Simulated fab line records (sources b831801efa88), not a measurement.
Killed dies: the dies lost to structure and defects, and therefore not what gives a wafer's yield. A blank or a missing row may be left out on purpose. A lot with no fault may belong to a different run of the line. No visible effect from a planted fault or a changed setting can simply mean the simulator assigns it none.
Code-filled problem report in 8D (eight disciplines) form    flow gf180mcu    the parts of the form that need people (team, actions taken, sign-off) are left out

## 1. WHAT IS WRONG
Wafers without a fault read 99.9 W, standard deviation 0.33; biasW at GF_V2_ETCH_16 reads a mean of 106.2 W on 5 wafers belonging to 2 lots. That puts it +19 standard deviations away from the usual mean.
The step: etches BARC in N2/H2.
The first sign was on wafer L365.4 at day 26 08:22, on rieDiel-02. At this step, 38 wafers from 13 lots have a number in the record. By rule, "out" or "out of limits" means more than 4 standard deviations away from the usual mean. The rest of the wafers with a number are treated as sound.

## 2. WHAT IT IS, WHAT IT ISN'T
question                     is                      is not
which readings at this step  biasW                   drypumpMotorCurrentA, oesProductAu, throttleValvePct
which lots                   L365, L366              L347, L348, L350, L351, L354, L356, L357, L358, L359, L361, L367
which wafers of those lots   all that have a number  -
read on which tools          rieDiel-02              rieDiel-01, rieDiel-03
when                         from day 26 08:22       up to then (30 sound wafers); but 3 sound wafers of L367 came after

## 3. THE SUSPECTS, EACH WITH WHAT RULES IT OUT
Counting: a tool stays on the suspect list if, at a process step up to the reading, it processed all lots that are out and no sound lot following the first of them.
- cmp-02 at GF_V2_CMP_04 (polishes SiO2): kept. It ran every lot that is out, first L365 (day 25 10:38), and no sound lot after that; its last sound lot up to then is L351 (day 20 22:22).
- rieDiel-02 at GF_V2_ETCH_16 (etches BARC in N2/H2): kept. It ran every lot that is out, first L365 (day 26 08:22), and no sound lot after that; its last sound lot up to then is L359 (day 24 16:24). Its own biasW readings are out on those wafers.
What counting leaves: cmp-02 at GF_V2_CMP_04 and rieDiel-02 at GF_V2_ETCH_16.

## 4. THE CAUSE (what the simulator had put in)
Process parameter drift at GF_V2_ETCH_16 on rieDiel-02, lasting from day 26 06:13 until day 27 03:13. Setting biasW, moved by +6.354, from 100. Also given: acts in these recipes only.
Of the 2 suspects that counting leaves, this tool is one.

## 5. THE EFFECT CHAIN, in route order
Each row: a reading whose mean over the struck wafers that have a number lies more than 3 standard deviations from the usual. Readings are gone through only where the record gives a usual standard deviation; hours: the median, over the lots, of the time from a lot's start at the first step in this table giving one to that lot's start at this step; sigmas: the change measured in usual standard deviations.
hours  step           reading  usual   on struck wafers  change  sigmas
0      GF_V2_ETCH_16  biasW    99.9 W  106.2             +6.3    +19
Here are the process steps it includes:
- GF_V2_ETCH_16: etches BARC in N2/H2.

## 6. WHAT WOULD HAVE CAUGHT IT SOONER
2 hours passed between the start of the fault at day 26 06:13 and the first reading out of limits in this record, taken at day 26 08:22.
